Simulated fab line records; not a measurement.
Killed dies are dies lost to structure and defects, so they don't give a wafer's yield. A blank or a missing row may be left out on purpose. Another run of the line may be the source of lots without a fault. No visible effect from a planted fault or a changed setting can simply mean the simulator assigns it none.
A struck lot beside a sound one || flow gf180mcu || 44 out of 602 route steps
Sound: these wafers, L951.1, L951.4, L951.6. Struck: wafer L960.1 (L960.3, L960.5, from the same lot, were not struck and are left out); the cause is given at the end.
Each step with rows lists, per side, the tool, then ch with its chambers, then its first start. Under that, the readings that differ: sound wafers || struck wafers || difference of the means || sigmas: that difference in standard deviations of wafers without a fault.
alike: readings with means less than 2 such deviations apart, plus words and numbers identical on both sides. not compared: withheld readings, readings lacking a value on some wafer, bounds such as >300 that could conceal the same value, and numbers that have no deviation in the record and whose values overlap.
The two part at a step that has a row with sigmas, a row that says differs or no value, or rows on one side only. When numbers do not overlap yet have no deviation, they are printed without sigmas and do not part them. Lack of a reading on every wafer of one side parts them only where that side has two or more wafers.

first, 2 steps without rows for these wafers: GF_V1_STRIP_19 (strips in post etch residue remover, time 1200 s); GF_V1_CLEAN_20 (cleans in DIW).
GF_V1_SPUTTER_21: material Ti, target thk 15 nm, time 78.54 s.
  sound on pvd_sputter-02 at day 19 19:53; struck on pvd_sputter-01 at day 23 05:38
  alike: throttle_valve_pct
GF_V1_SPUTTER_22: material TiN, target thk 10 nm, time 40 s.
  sound on pvd_sputter-02 at day 19 19:56; struck on pvd_sputter-01 at day 23 05:41
  alike: throttle_valve_pct
then, 1 step without rows for these wafers: GF_V1_CVD_23 (deposits W, target thk 350 nm, time 105.05 s).
GF_V1_RS_MEAS_24: the measuring method here is four-point-probe.
  sound on film_metro-03 at day 19 20:05; struck on film_metro-04 at day 23 05:50
  alike: V1_W_RS
GF_V1_THK_MEAS_25: measures by xrf.
  sound on film_metro-03 at day 19 20:13; struck on film_metro-04 at day 23 05:58
  alike: V1_W_THK
then, 3 steps without rows for these wafers: GF_V1_CMP_26 (polishes, stops on SiO2, t overpolish 15 s, target thk 0 nm); GF_M2_SPUTTER_00 (material Ti, target thk 37.5 nm, time 150 s); GF_M2_SPUTTER_01 (material TiN, target thk 30 nm, time 25 s).
GF_M2_SPUTTER_02: material AlCu, target thk 450 nm, time 23.9 s.
  sound on pvd_sputter-01 at day 19 20:42; struck on pvd_sputter-01 at day 23 06:40
  alike: throttle_valve_pct
GF_M2_SPUTTER_03: material Ti, target thk 10 nm, time 6.7 s.
  sound on pvd_sputter-01 at day 19 20:44; struck on pvd_sputter-01 at day 23 06:41
  alike: throttle_valve_pct
GF_M2_SPUTTER_04: material TiN, target thk 50 nm, time 41.7 s.
  sound on pvd_sputter-01 at day 19 20:45; struck on pvd_sputter-01 at day 23 06:43
{"reading": "model.TiN_of_M2_SPUTTER_04.thk_nm (nm)", "sound": "49.43 49.77 49.3", "struck": 63.72, "difference": "+14.22", "sigmas": ""}
  alike: throttle_valve_pct
GF_M2_RS_MEAS_05: the measuring method here is four-point-probe.
  sound on film_metro-03 at day 19 20:47; struck on film_metro-03 at day 23 06:45
  alike: M2_ALCU_RS
GF_M2_THK_MEAS_06: measures by xrf.
  sound on film_metro-03 at day 19 20:55; struck on film_metro-03 at day 23 06:52
{"reading": "M2_ALCU_THK (nm)", "sound": "442 447 444", "struck": 426, "difference": -18, "sigmas": -3}
then, 7 steps without rows for these wafers: GF_M2_DEHYDRATE_07 (time 60 s); GF_M2_HMDS_08 (prime time 60 s); GF_M2_COAT_09 (resist thk 1000 nm); GF_M2_SOFTBAKE_10 (time 60 s); GF_M2_EXPOSE_11 (exposes mask Metal2, target cd 280 nm); GF_M2_PEB_12 (peb time 90 s); GF_M2_DEVELOP_13 (develop time 60 s).
GF_M2_CD_MEAS_14 targets a cd of 280 nm.
  sound on cd_sem-01 at day 20 21:22; struck on cd_sem-02 at day 24 05:19
{"reading": "cd_nm (nm)", "sound": "281.6 281.0 281.2", "struck": 278.3, "difference": -3.0, "sigmas": -2}
GF_M2_OVL_MEAS_15:
  sound on overlay-01 at day 20 21:29; struck on overlay-02 at day 24 05:26
  alike: M2_OVL
then, 5 steps without rows for these wafers: GF_M2_METAL_ETCH_16 (etches the open film in Cl2/BCl3, stops on SiO2, target depth 627.5 nm, time 104.6 s); GF_M2_STRIP_17 (strips in O2/N2); GF_M2_STRIP_18 (strips in post etch residue remover, time 1200 s); GF_M2_CLEAN_19 (cleans in DIW); GF_V2_CVD_00 (deposits SiO2, target thk 600 nm, time 100 s).
GF_V2_THK_MEAS_01:
  sound on film_metro-01 at day 20 22:22; struck on film_metro-04 at day 24 06:11
  alike: V2_CVD_00_THK
then, 1 step without rows for these wafers: GF_V2_CVD_02 (deposits SiO2 from TEOS, target thk 850 nm, time 94.851 s).
GF_V2_THK_MEAS_03:
  sound on film_metro-02 at day 20 22:29; struck on film_metro-04 at day 24 06:19
  alike: V2_CVD_02_THK
GF_V2_CMP_04: polishes SiO2.
  sound on cmp-02 ch 1,2,3, day 20 22:43; struck on cmp-01 ch 0, day 24 06:25
  alike: edge_zone_pressure_frac, motor_current_A, platen_rpm, slurry_filter_dp_kPa, time_to_endpoint_s
GF_V2_BOW_MEAS_05:
  sound on film_metro-01 at day 20 22:55; struck on film_metro-04 at day 24 06:40
  alike: V2_BOW
then, 8 steps without rows for these wafers: GF_V2_DEHYDRATE_06 (time 60 s); GF_V2_HMDS_07 (prime time 60 s); GF_V2_COAT_08; GF_V2_COAT_09 (resist thk 991.2 nm); GF_V2_SOFTBAKE_10 (time 60 s); GF_V2_EXPOSE_11 (exposes mask Via2, target cd 260 nm); GF_V2_PEB_12 (peb time 90 s); GF_V2_DEVELOP_13 (develop time 60 s).
GF_V2_STRIP_19: strips in post etch residue remover, time 1200 s.
  sound on wet_bench-01 ch 0, day 21 23:41; struck on wet_bench-03 ch 3, day 25 05:05
{"reading": "model.TiN_of_M2_SPUTTER_04.thk_nm (nm)", "sound": "48.59 48.93 48.46", "struck": 62.88, "difference": "+14.22", "sigmas": ""}
-- the record jumps here: 8 days lie between the struck wafers' starts before and after (it left off in module V2 and takes up again in module PASSIVATION, whose first step shown is number 602 of the route) --
GF_PASSIVATION_PROBE_99:
  the record has rows for the struck wafers here (prober-01, day 32 20:58) and none for the sound ones

WHERE THEY PART
At GF_M2_THK_MEAS_06 first; at GF_PASSIVATION_PROBE_99 last (within this record only).

WHY: what the simulator had put in
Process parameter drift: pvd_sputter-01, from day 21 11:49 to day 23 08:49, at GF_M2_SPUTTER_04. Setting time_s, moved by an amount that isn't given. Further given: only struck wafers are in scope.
